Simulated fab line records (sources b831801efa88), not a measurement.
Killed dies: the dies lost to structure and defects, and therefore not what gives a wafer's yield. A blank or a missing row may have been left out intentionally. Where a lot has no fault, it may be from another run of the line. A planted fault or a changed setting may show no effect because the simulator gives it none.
fab line records	flow sfq-line
record lots=6	wafers=18	last-day=81
route steps=325 shown I0@53 M1@58 I1@73 M2@88 M8@325
lots untouched by any fault: they come from a run of this same line in which no faults occurred
start-h: hours from the record's first day to the start of the lot's first wafer shown	wait-h: hours since the lot's step before	" repeats the value in the row above	L1.1+2: one row covering several wafers at once	- value missing, or start not given	* or withheld: withheld	< > ~ a bound
route shown NAME@n: a module of which the file shows steps, and the number in the route of the first	usual: mean/standard deviation of fault-free wafers	same: alike in all rows	chamber/n: place in a boat	sites: the reading at each site	_std_site: the values' standard deviation	_edge_site: inner sites' mean taken away from outer sites' mean	radius-mm: for every site, how far away it sits from the centre of the wafer	mask NAME#n: copy n	behind: the most recent tool/chamber to have shaped the wafer	hold: why the lot was held/for how many hours/how that ended	device: which transistor (n, p or np) failed to switch	end of line: tests run on the same wafers once the route is complete	a step with no rows: only its recipe	killed: dies that structure and defects cost at the first sort, which is not the same as the wafer's yield	map: the dies of a wafer, with x for killed, . for not killed, _ for no die there
set.NAME: the setting the step ran with; set.NAME@STEP: the setting that earlier step ran with	model.NAME: the simulator's own value behind a step, which no gauge read
a table for each step, a row for each wafer; lots at some steps of the route
services: the hour from which a tool's chamber was out of use, counted from the record's first day as start-h (under 0 if before that day), plus the number of hours and why
## steps
# step SFQ_I0_OVL_MEAS_908
# usual I0_OVL=-1/5.2
lot.wafer	tool	chamber	start-h	wait-h	I0_OVL[nm]
L422.1	overlay-01	-	449.66	0.1	-1
L422.3	"	-	"	"	-1
L422.4	"	-	"	"	7
L424.2	overlay-02	-	469.80	0.1	-5
L424.4	"	-	"	"	5
L424.5	"	-	"	"	6
L425.1	overlay-01	-	478.95	0.1	8
L425.5	"	-	"	"	-6
L425.6	"	-	"	"	5
L426.2	overlay-01	-	490.95	0.1	3
L426.4	"	-	"	"	9
L426.6	"	-	"	"	4
L433.1	overlay-02	-	542.55	0.1	10
L433.2	"	-	"	"	3
L433.3	"	-	"	"	6
L436.1	overlay-02	-	571.35	0.1	-6
L436.4	"	-	"	"	-2
L436.6	"	-	"	"	-11
# step SFQ_TRILAYER_I0_VIA_BARC_OPEN_VIA_ETCH_046
# recipe mask-material=PR	chemistry=O2	target-depth-nm=125	target=BARC	source-w=500	bias-w=80	pressure-mtorr=30	time-s=41.7
# usual drypump-motor-current-A=5.6/0.56	oes-product-au=0.685/0.0048	rf-fwd-power-W=494.3/2.1
lot.wafer	tool	chamber	start-h	wait-h	drypump-motor-current-A	oes-product-au	rf-fwd-power-W	rf-hours-counter-h
L422.1	rie-diel-03	3	449.69	0.0	6.2	0.680	493.2	3
L422.3	"	0	"	"	5.3	0.679	493.5	7
L422.4	"	1	"	"	6.4	0.685	496.2	5
L424.2	rie-diel-03	1	469.83	0.0	6.4	0.691	493.1	5
L424.4	"	2	"	"	5.7	0.685	496.4	69
L424.5	"	3	"	"	6.2	0.688	496.1	-
L425.1	rie-diel-01	3	478.98	0.0	4.8	0.692	497.0	13
L425.5	"	2	"	"	5.5	0.684	494.0	-
L425.6	"	3	"	"	4.8	0.684	494.7	-
L426.2	rie-diel-04	2	490.98	0.0	5.5	0.688	491.7	1
L426.4	"	2	"	"	5.5	0.688	492.7	-
L426.6	"	0	"	"	6.2	0.679	490.9	-
L433.1	rie-diel-01	3	542.58	0.0	4.8	0.682	495.0	14
L433.2	"	0	"	"	4.8	0.681	493.1	0
L433.3	"	2	"	"	5.5	0.675	493.5	51
L436.1	rie-diel-01	0	571.38	0.0	4.8	0.687	496.2	1
L436.4	"	2	"	"	5.5	0.678	495.6	52
L436.6	"	2	"	"	5.5	0.684	494.4	-
# step SFQ_TRILAYER_I0_VIA_ETCH_VIA_ETCH_034
# recipe target=SiO2	stop-on=Nb	mask-material=PR	taper-deg=20	chemistry=CHF3	target-depth-nm=260	source-w=500	bias-w=80	pressure-mtorr=30	time-s=withheld
# usual drypump-motor-current-A=5.6/0.56	oes-product-au=0.855/0.0052	rf-fwd-power-W=498.0/1.5
lot.wafer	tool	chamber	start-h	wait-h	drypump-motor-current-A	oes-product-au	rf-fwd-power-W
L422.1	rie-diel-03	3	449.73	0.0	6.2	0.848	497.4
L422.3	"	0	"	"	5.3	0.863	499.5
L422.4	"	1	"	"	6.4	0.859	496.6
L424.2	rie-diel-03	1	469.87	0.0	6.4	0.857	499.4
L424.4	"	2	"	"	5.7	0.855	496.6
L424.5	"	3	"	"	6.2	0.850	498.6
L425.1	rie-diel-01	3	479.02	0.0	4.8	0.852	497.0
L425.5	"	2	"	"	5.5	0.853	498.7
L425.6	"	3	"	"	4.8	0.847	498.7
L426.2	rie-diel-04	2	491.02	0.0	5.5	0.858	497.4
L426.4	"	2	"	"	5.5	0.854	496.8
L426.6	"	0	"	"	6.2	0.857	496.6
L433.1	rie-diel-01	3	542.62	0.0	4.8	0.861	498.1
L433.2	"	0	"	"	4.8	0.852	499.1
L433.3	"	2	"	"	5.6	0.856	498.7
L436.1	rie-diel-01	0	571.42	0.0	4.8	0.847	498.5
L436.4	"	2	"	"	5.5	0.850	497.2
L436.6	"	2	"	"	5.5	0.845	499.3
# step SFQ_TRILAYER_I0_VIA_STRIP_STRIP_035
# recipe gas=O2	power-w=200	platen-temp-c=40	overash-fraction=0.65	chemistry=O2	pressure-mtorr=50
# step SFQ_TRILAYER_I0_VIA_STRIP_SOLV_CLEAN_036
# recipe chemistry=NMP	temp-c=70	time-s=600
# step SFQ_TRILAYER_M1_DEP_PRE_CLEAN_038
# recipe gas=Ar	time-s=22.5	bias-v=250
# step SFQ_TRILAYER_M1_DEP_SPUTTER_037
# recipe material=Nb	base-pressure-pa=1.33e-06	chamber-pressure-pa=0.1333	substrate-temp-c=20	resputter-cathode-voltage-v=400	target-thk-nm=200	power-w=2000	time-s=133.3
# step SFQ_M1_RS_MEAS_909
# recipe thk-meas-gauge=four-point-probe	reads=Nb_of_TRILAYER_M1_DEP_SPUTTER_037
# usual M1_NB_RS=0.889/0.0098
lot.wafer	tool	chamber	start-h	wait-h	M1_NB_RS[ohm/sq]
L422.1	film-metro-02	-	450.74	0.0	0.904
L422.3	"	-	"	"	0.907
L422.4	"	-	"	"	0.900
L424.2	film-metro-02	-	470.93	0.1	0.889
L424.4	"	-	"	"	0.882
L424.5	"	-	"	"	0.889
L425.1	film-metro-01	-	480.03	0.0	0.892
L425.5	"	-	"	"	0.882
L425.6	"	-	"	"	0.882
L426.2	film-metro-02	-	492.05	0.1	0.885
L426.4	"	-	"	"	0.884
L426.6	"	-	"	"	0.881
L433.1	film-metro-01	-	543.66	0.0	0.883
L433.2	"	-	"	"	0.887
L433.3	"	-	"	"	0.886
L436.1	film-metro-01	-	572.43	0.0	0.880
L436.4	"	-	"	"	0.868
L436.6	"	-	"	"	0.868
# step SFQ_TRILAYER_M1_LITHO_COAT_044
# recipe resist=BARC	spin-rpm=3000	resist-thk-nm=62
# step SFQ_TRILAYER_M1_LITHO_COAT_039
# recipe resist=KrF	spin-rpm=3000	resist-thk-nm=600
# step SFQ_TRILAYER_M1_LITHO_SOFTBAKE_043
# recipe temp-c=withheld	time-s=withheld	resist=KrF
# step SFQ_TRILAYER_M1_LITHO_EXPOSE_040
# recipe mask-id=M1	na=0.6	source-shape=conventional	sigma-outer=0.65	target-cd-nm=500	dose-mj=14.4
# usual exposure-dose-mJ-cm2=14.402/0.014
lot.wafer	tool	chamber	start-h	wait-h	mask	exposure-dose-mJ-cm2
L422.1	krf-scanner-02	0	580.34	-	M1#0	14.385
L422.3	"	0	"	"	M1#0	14.392
L422.4	"	0	"	"	M1#0	14.388
L424.2	krf-scanner-02	0	615.34	-	M1#0	18.888
L424.4	"	0	"	"	M1#0	18.886
L424.5	"	0	"	"	M1#0	18.884
L425.1	krf-scanner-02	0	627.14	-	M1#0	18.886
L425.5	"	0	"	"	M1#0	18.890
L425.6	"	0	"	"	M1#0	18.889
L426.2	krf-scanner-01	0	636.87	-	M1#0	14.416
L426.4	"	0	"	"	M1#0	14.403
L426.6	"	0	"	"	M1#0	14.400
L433.1	krf-scanner-01	0	684.22	-	M1#0	14.405
L433.2	"	0	"	"	M1#0	14.394
L433.3	"	0	"	"	M1#0	14.397
L436.1	krf-scanner-01	0	707.02	-	M1#0	14.421
L436.4	"	0	"	"	M1#0	14.400
L436.6	"	0	"	"	M1#0	14.406
# step SFQ_TRILAYER_M1_LITHO_PEB_042
# recipe peb-temp-c=115	peb-time-s=60	resist=KrF
# step SFQ_TRILAYER_M1_LITHO_DEVELOP_041
# recipe time-s=60	resist=KrF
# step SFQ_M1_OVL_MEAS_911
# usual M1_OVL=0/5.7
lot.wafer	tool	chamber	start-h	wait-h	M1_OVL[nm]
L422.1	overlay-02	-	581.84	0.1	-14
L422.3	"	-	"	"	-9
L422.4	"	-	"	"	-7
L424.2	overlay-01	-	616.65	0.1	2
L424.4	"	-	"	"	0
L424.5	"	-	"	"	11
L425.1	overlay-01	-	628.64	0.1	2
L425.5	"	-	"	"	2
L425.6	"	-	"	"	-3
L426.2	overlay-01	-	638.18	0.1	-12
L426.4	"	-	"	"	-4
L426.6	"	-	"	"	-6
L433.1	overlay-01	-	685.72	0.1	-1
L433.2	"	-	"	"	-7
L433.3	"	-	"	"	-6
L436.1	overlay-02	-	708.52	0.1	-11
L436.4	"	-	"	"	-2
L436.6	"	-	"	"	6
# step SFQ_TRILAYER_M1_BARC_OPEN_METAL_ETCH_054
# recipe mask-material=PR	chemistry=O2	target-depth-nm=125	target=BARC	icp-w=600	bias-w=80	pressure-mtorr=10	time-s=41.7
# usual drypump-motor-current-A=6.09/0.27	oes-product-au=0.684/0.005	rf-fwd-power-W=593.2/2.4
lot.wafer	tool	chamber	start-h	wait-h	drypump-motor-current-A	oes-product-au	rf-fwd-power-W	rf-hours-counter-h	model.M1.cd-nm
L422.1	rie-metal-02	0	581.88	0.0	6.39	0.695	598.5	133	499.2
L422.3	"	0	"	"	6.38	0.696	594.9	-	500.2
L422.4	"	1	"	"	6.22	0.690	592.7	-	499.5
L424.2	rie-metal-03	0	616.68	0.0	5.76	0.689	594.0	64	459.3
L424.4	"	1	"	"	6.33	0.685	593.6	-	459.9
L424.5	"	1	"	"	6.32	0.676	590.6	-	459.6
L425.1	rie-metal-02	1	628.68	0.0	6.25	0.685	590.4	57	455.6
L425.5	"	0	"	"	6.41	0.674	594.2	-	454.8
L425.6	"	1	"	"	6.24	0.684	590.4	-	455.7
L426.2	rie-metal-02	0	638.21	0.0	6.34	0.682	594.6	141	500.8
L426.4	"	1	"	"	6.22	0.684	590.6	-	499.3
L426.6	"	0	"	"	6.37	0.689	596.1	-	500.9
L433.1	rie-metal-01	0	685.76	0.0	5.71	0.687	596.2	96	500.9
L433.2	"	1	"	"	5.79	0.690	588.4	84	500.3
L433.3	"	1	"	"	5.78	0.679	590.4	-	501
L436.1	rie-metal-02	1	708.56	0.0	6.22	0.676	592.2	71	501.3
L436.4	"	0	"	"	6.33	0.683	596.3	-	502
L436.6	"	1	"	"	6.22	0.681	591.5	-	499.8
# step SFQ_TRILAYER_M1_ETCH_METAL_ETCH_042
# recipe target=Nb	stop-on=SiO2	mask-material=PR	chemistry=Cl2/Ar	target-depth-nm=240	icp-w=600	bias-w=80	pressure-mtorr=10	time-s=120
# usual drypump-motor-current-A=6.10/0.28	oes-product-au=0.894/0.0076	rf-fwd-power-W=596.9/2.1
lot.wafer	tool	chamber	start-h	wait-h	drypump-motor-current-A	oes-product-au	rf-fwd-power-W	rf-hours-counter-h	model.M1.cd-nm
L422.1	rie-metal-02	0	581.94	0.0	6.41	0.892	597.3	133	498
L422.3	"	0	"	"	6.40	0.884	598.4	-	498.9
L422.4	"	1	"	"	6.17	0.880	596.5	-	499.9
L424.2	rie-metal-03	0	616.74	0.0	5.72	0.888	597.8	64	461.7
L424.4	"	1	"	"	6.31	0.898	595.0	-	460.5
L424.5	"	1	"	"	6.31	0.893	593.7	-	461.3
L425.1	rie-metal-02	1	628.74	0.0	6.25	0.887	597.7	57	456.7
L425.5	"	0	"	"	6.35	0.902	596.9	-	452.5
L425.6	"	1	"	"	6.24	0.895	597.6	-	456.7
L426.2	rie-metal-02	0	638.27	0.0	6.37	0.903	595.3	141	499.9
L426.4	"	1	"	"	6.25	0.895	595.7	-	500.7
L426.6	"	0	"	"	6.37	0.909	596.3	-	499
L433.1	rie-metal-01	0	685.82	0.0	5.70	0.896	593.9	96	503.5
L433.2	"	1	"	"	5.86	0.906	593.7	85	501.5
L433.3	"	1	"	"	5.83	0.889	596.4	-	502
L436.1	rie-metal-02	1	708.62	0.0	6.19	0.899	596.0	71	502.1
L436.4	"	0	"	"	6.39	0.912	600.5	-	499.3
L436.6	"	1	"	"	6.20	0.908	597.5	-	500.6
# step SFQ_TRILAYER_M1_STRIP_STRIP_043
# recipe gas=O2	power-w=200	platen-temp-c=40	overash-fraction=0.65	chemistry=O2	pressure-mtorr=50
# usual drypump-motor-current-A=6.10/0.27	oes-product-au=0.999/0.0086
lot.wafer	tool	chamber	start-h	wait-h	drypump-motor-current-A	oes-product-au	rf-hours-counter-h
L422.1	rie-metal-02	0	582.06	0.1	6.38	1.009	133
L422.3	"	0	"	"	6.38	0.997	-
L422.4	"	1	"	"	6.21	0.997	-
L424.2	rie-metal-03	0	616.86	0.1	5.76	0.994	65
L424.4	"	1	"	"	6.33	1.003	-
L424.5	"	1	"	"	6.33	1.011	-
L425.1	rie-metal-02	1	628.86	0.1	6.23	1.004	57
L425.5	"	0	"	"	6.41	1.012	-
L425.6	"	1	"	"	6.21	1.003	-
L426.2	rie-metal-02	0	638.39	0.1	6.37	1.008	142
L426.4	"	1	"	"	6.22	1.005	-
L426.6	"	0	"	"	6.38	1.009	-
L433.1	rie-metal-01	0	685.94	0.1	5.71	0.991	96
L433.2	"	1	"	"	5.83	0.995	85
L433.3	"	1	"	"	5.84	1.002	-
L436.1	rie-metal-02	1	708.74	0.1	6.23	0.995	71
L436.4	"	0	"	"	6.38	1.005	-
L436.6	"	1	"	"	6.24	1.002	-
# step SFQ_TRILAYER_M1_STRIP_SOLV_CLEAN_044
# recipe chemistry=NMP	temp-c=70	time-s=600
# step SFQ_TRILAYER_I1_DEP_PECVD_045
# recipe material=SiO2	temp-c=150	time-s=111.11	pressure-torr=2.4	rf-w=183.3	precursor=SiH4/N2O	target-thk-nm=500
# step SFQ_TRILAYER_I1_CMP_CMP_046
# recipe material=SiO2	down-force-psi=3	platen-rpm=60	pad-velocity-m-s=0.94248
# step SFQ_I1_BOW_MEAS_912
# recipe mode=bow
# usual I1_BOW=2/8.1
lot.wafer	tool	chamber	start-h	wait-h	I1_BOW[um]
L422.1	film-metro-01	-	595.12	1.5	-9
L422.3	"	-	"	"	5
L422.4	"	-	"	"	0
L424.2	film-metro-01	-	632.22	1.5	-6
L424.4	"	-	"	"	-7
L424.5	"	-	"	"	15
L425.1	film-metro-01	-	644.20	2.0	-2
L425.5	"	-	"	"	-12
L425.6	"	-	"	"	1
L426.2	film-metro-01	-	649.90	2.5	13
L426.4	"	-	"	"	3
L426.6	"	-	"	"	5
L433.1	film-metro-04	-	689.80	1.5	5
L433.2	"	-	"	"	2
L433.3	"	-	"	"	13
L436.1	film-metro-04	-	712.60	1.5	10
L436.4	"	-	"	"	-2
L436.6	"	-	"	"	10
# step SFQ_TRILAYER_I1_METRO_MEASURE_047
# step SFQ_TRILAYER_I1_VIA_LITHO_COAT_054
# recipe resist=BARC	spin-rpm=3000	resist-thk-nm=62
# step SFQ_TRILAYER_I1_VIA_LITHO_COAT_049
# recipe resist=KrF	spin-rpm=3000	resist-thk-nm=650
# step SFQ_TRILAYER_I1_VIA_LITHO_SOFTBAKE_053
# recipe temp-c=withheld	time-s=withheld	resist=KrF
# step SFQ_TRILAYER_I1_VIA_LITHO_EXPOSE_050
# recipe mask-id=I1	na=0.6	source-shape=conventional	sigma-outer=0.65	target-cd-nm=500	dose-mj=21.3
# step SFQ_TRILAYER_I1_VIA_LITHO_PEB_052
# recipe peb-temp-c=115	peb-time-s=60	resist=KrF
# step SFQ_TRILAYER_I1_VIA_LITHO_DEVELOP_051
# recipe time-s=60	resist=KrF
# step SFQ_I1_OVL_MEAS_913
# usual I1_OVL=2/6.2
lot.wafer	tool	chamber	start-h	wait-h	I1_OVL[nm]
L422.1	overlay-01	-	602.35	0.1	-1
L422.3	"	-	"	"	-2
L422.4	"	-	"	"	4
L424.2	overlay-01	-	635.78	0.1	-3
L424.4	"	-	"	"	1
L424.5	"	-	"	"	-1
L425.1	overlay-01	-	650.36	0.1	2
L425.5	"	-	"	"	-5
L425.6	"	-	"	"	-2
L426.2	overlay-02	-	654.33	0.1	-6
L426.4	"	-	"	"	1
L426.6	"	-	"	"	-7
L433.1	overlay-01	-	693.37	0.1	12
L433.2	"	-	"	"	9
L433.3	"	-	"	"	10
L436.1	overlay-02	-	862.38	0.1	-2
L436.4	"	-	"	"	1
L436.6	"	-	"	"	-1
# step SFQ_TRILAYER_I1_VIA_BARC_OPEN_VIA_ETCH_071
# recipe mask-material=PR	chemistry=O2	target-depth-nm=125	target=BARC	source-w=500	bias-w=80	pressure-mtorr=30	time-s=41.7
# usual drypump-motor-current-A=5.6/0.55	oes-product-au=0.684/0.0043	rf-fwd-power-W=494.0/2.2
lot.wafer	tool	chamber	start-h	wait-h	drypump-motor-current-A	oes-product-au	rf-fwd-power-W	rf-hours-counter-h
L422.1	rie-diel-01	3	602.38	0.0	4.8	0.690	497.6	16
L422.3	"	2	"	"	5.5	0.690	494.4	53
L422.4	"	3	"	"	4.8	0.696	497.5	-
L424.2	rie-diel-02	2	635.81	0.0	5.5	0.686	494.4	2
L424.4	"	0	"	"	5.9	0.683	496.7	60
L424.5	"	2	"	"	5.5	0.685	494.3	-
L425.1	rie-diel-04	1	650.40	0.0	5.3	0.678	492.9	2
L425.5	"	3	"	"	6.4	0.683	496.4	-
L425.6	"	2	"	"	5.5	0.686	496.0	-
L426.2	rie-diel-02	3	654.36	0.0	5.4	0.687	495.0	5
L426.4	"	1	"	"	6.4	0.676	489.8	-
L426.6	"	0	"	"	5.9	0.681	494.3	-
L433.1	rie-diel-04	2	693.40	0.0	5.5	0.686	491.0	4
L433.2	"	0	"	"	6.2	0.683	490.5	6
L433.3	"	3	"	"	6.4	0.684	492.7	57
L436.1	rie-diel-02	0	862.41	0.0	5.9	0.684	494.5	2
L436.4	"	1	"	"	6.4	0.685	489.7	33
L436.6	"	3	"	"	5.4	0.684	496.1	-
# step SFQ_TRILAYER_I1_VIA_ETCH_VIA_ETCH_052
# recipe target=SiO2	stop-on=Nb	mask-material=PR	taper-deg=20	chemistry=CHF3	target-depth-nm=260	source-w=500	bias-w=80	pressure-mtorr=30	time-s=withheld
# step SFQ_TRILAYER_I1_VIA_STRIP_STRIP_053
# recipe gas=O2	power-w=200	platen-temp-c=40	overash-fraction=0.65	chemistry=O2	pressure-mtorr=50
# usual drypump-motor-current-A=5.9/0.38	oes-product-au=1.000/0.0085
lot.wafer	tool	chamber	start-h	wait-h	drypump-motor-current-A	oes-product-au	rf-hours-counter-h
L422.1	rie-metal-01	0	602.54	-	5.7	0.996	85
L422.3	"	0	"	"	5.7	1.001	-
L422.4	"	1	"	"	5.8	1.013	-
L424.2	rie-metal-02	1	635.96	-	6.2	0.996	58
L424.4	"	1	"	"	6.2	1.009	-
L424.5	"	1	"	"	6.2	1.008	-
L425.1	rie-metal-02	0	650.55	-	6.4	1.019	145
L425.5	"	0	"	"	6.4	1.009	-
L425.6	"	1	"	"	6.3	1.008	-
L426.2	rie-metal-04	0	654.51	-	5.3	1.002	19
L426.4	"	0	"	"	5.2	0.999	-
L426.6	"	0	"	"	5.3	0.999	-
L433.1	rie-metal-02	0	693.56	-	6.4	1.007	153
L433.2	"	1	"	"	6.3	0.986	70
L433.3	"	0	"	"	6.4	1.005	-
L436.1	rie-metal-02	0	862.57	-	6.4	1.005	7
L436.4	"	0	"	"	6.4	0.999	-
L436.6	"	1	"	"	6.2	1.004	-
# step SFQ_TRILAYER_I1_VIA_STRIP_SOLV_CLEAN_054
# recipe chemistry=NMP	temp-c=70	time-s=600
# step SFQ_TRILAYER_M2_DEP_PRE_CLEAN_056
# recipe gas=Ar	time-s=22.5	bias-v=250
# step SFQ_TRILAYER_M2_DEP_SPUTTER_055
# recipe material=Nb	base-pressure-pa=1.33e-06	chamber-pressure-pa=0.1333	substrate-temp-c=20	resputter-cathode-voltage-v=400	target-thk-nm=200	power-w=2000	time-s=133.3
# step SFQ_M2_RS_MEAS_914
# recipe thk-meas-gauge=four-point-probe	reads=Nb_of_TRILAYER_M2_DEP_SPUTTER_055
# usual M2_NB_RS=0.890/0.0096
lot.wafer	tool	chamber	start-h	wait-h	M2_NB_RS[ohm/sq]
L422.1	film-metro-01	-	603.44	0.0	0.881
L422.3	"	-	"	"	0.887
L422.4	"	-	"	"	0.888
L424.2	film-metro-01	-	636.88	0.1	0.886
L424.4	"	-	"	"	0.888
L424.5	"	-	"	"	0.884
L425.1	film-metro-02	-	651.45	0.0	0.888
L425.5	"	-	"	"	0.892
L425.6	"	-	"	"	0.892
L426.2	film-metro-01	-	655.42	0.1	0.882
L426.4	"	-	"	"	0.889
L426.6	"	-	"	"	0.880
L433.1	film-metro-01	-	694.46	0.1	0.884
L433.2	"	-	"	"	0.878
L433.3	"	-	"	"	0.877
L436.1	film-metro-01	-	863.46	0.0	0.902
L436.4	"	-	"	"	0.887
L436.6	"	-	"	"	0.882
# step SFQ_TRILAYER_M2_LITHO_COAT_062
# recipe resist=BARC	spin-rpm=3000	resist-thk-nm=62
# step SFQ_TRILAYER_M2_LITHO_COAT_057
# recipe resist=KrF	spin-rpm=3000	resist-thk-nm=600
# step SFQ_TRILAYER_M2_LITHO_SOFTBAKE_061
# recipe temp-c=withheld	time-s=withheld	resist=KrF
# step SFQ_M8_BOW_MEAS_951
# recipe mode=bow
# usual M8_BOW=6/12
lot.wafer	tool	chamber	start-h	wait-h	M8_BOW[um]	model.etest.m1.ohm-um
L422.1	film-metro-04	-	1847.46	0.0	4	1.812
L422.3	"	-	"	"	17	1.82
L422.4	"	-	"	"	15	1.802
L424.2	film-metro-03	-	1851.05	0.0	-7	1.926
L424.4	"	-	"	"	-6	1.914
L424.5	"	-	"	"	15	1.925
L425.1	film-metro-04	-	1873.46	0.0	-5	1.954
L425.5	"	-	"	"	-14	1.952
L425.6	"	-	"	"	-2	1.933
L426.2	film-metro-02	-	1875.88	0.0	13	1.768
L426.4	"	-	"	"	3	1.765
L426.6	"	-	"	"	2	1.765
L433.1	film-metro-02	-	1909.45	0.0	9	1.753
L433.2	"	-	"	"	6	1.768
L433.3	"	-	"	"	17	1.765
L436.1	film-metro-04	-	1936.50	0.0	19	1.752
L436.4	"	-	"	"	6	1.741
L436.6	"	-	"	"	18	1.735
## services
tool	chamber	start-h	hours	kind
rie-diel-01	3	440.32	3.9	repair
rie-diel-01	-	446.56	2.8	pm
rie-metal-02	1	452.49	1.7	repair
rie-diel-01	2	461.67	4.5	repair
rie-metal-02	-	478.45	0.3	repair
rie-diel-04	0	480.82	8.1	repair
rie-diel-04	-	492.66	0.2	repair
rie-metal-01	-	493.72	0.7	repair
rie-diel-01	2	513.54	3.5	repair
rie-diel-04	2	523.43	7.7	repair
rie-diel-03	1	531.22	6.0	repair
rie-diel-03	0	545.87	15.9	repair
rie-metal-01	1	581.83	4.9	repair
rie-diel-01	3	606.13	12.9	repair
rie-diel-04	2	619.81	2.6	repair
rie-metal-01	-	629.21	14.6	pm
rie-diel-03	-	636.97	2.8	pm
rie-diel-03	-	641.98	14.6	pm
rie-diel-01	0	684.74	9.2	repair
rie-diel-04	0	694.72	3.0	repair
rie-diel-04	2	699.37	8.7	repair
rie-diel-01	2	745.75	5.2	repair
rie-diel-01	1	762.47	5.4	repair
rie-diel-03	1	785.76	3.7	repair
## key
first-sign step=SFQ_TRILAYER_M1_LITHO_EXPOSE_040	reading=exposure-dose-mJ-cm2	direction=up	sigmas=99+	usual=14.402	struck=18.887
effect none on later readings
model-effect step=SFQ_TRILAYER_M1_BARC_OPEN_METAL_ETCH_054	value=M1.cd-nm	without=501.1	struck=457.5
model-effect step=SFQ_TRILAYER_M1_ETCH_METAL_ETCH_042	value=M1.cd-nm	without=501.8	struck=458.2
model-effect step=SFQ_M8_BOW_MEAS_951	value=etest.m1.ohm-um	without=1.766	struck=1.934
met-at SFQ_TRILAYER_M1_LITHO_EXPOSE_040
struck-wafers L424.2,L424.4,L424.5,L425.1,L425.5,L425.6
onset-between 580.34 615.34
fault kind=process-parameter-drift	tool=krf-scanner-02	chamber=-	onset-h=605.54	steps=SFQ_TRILAYER_M1_LITHO_EXPOSE_040	channel=dose-mj	offset=4.4954	shape=step	acts-in=these-recipes-only	stated=14.4
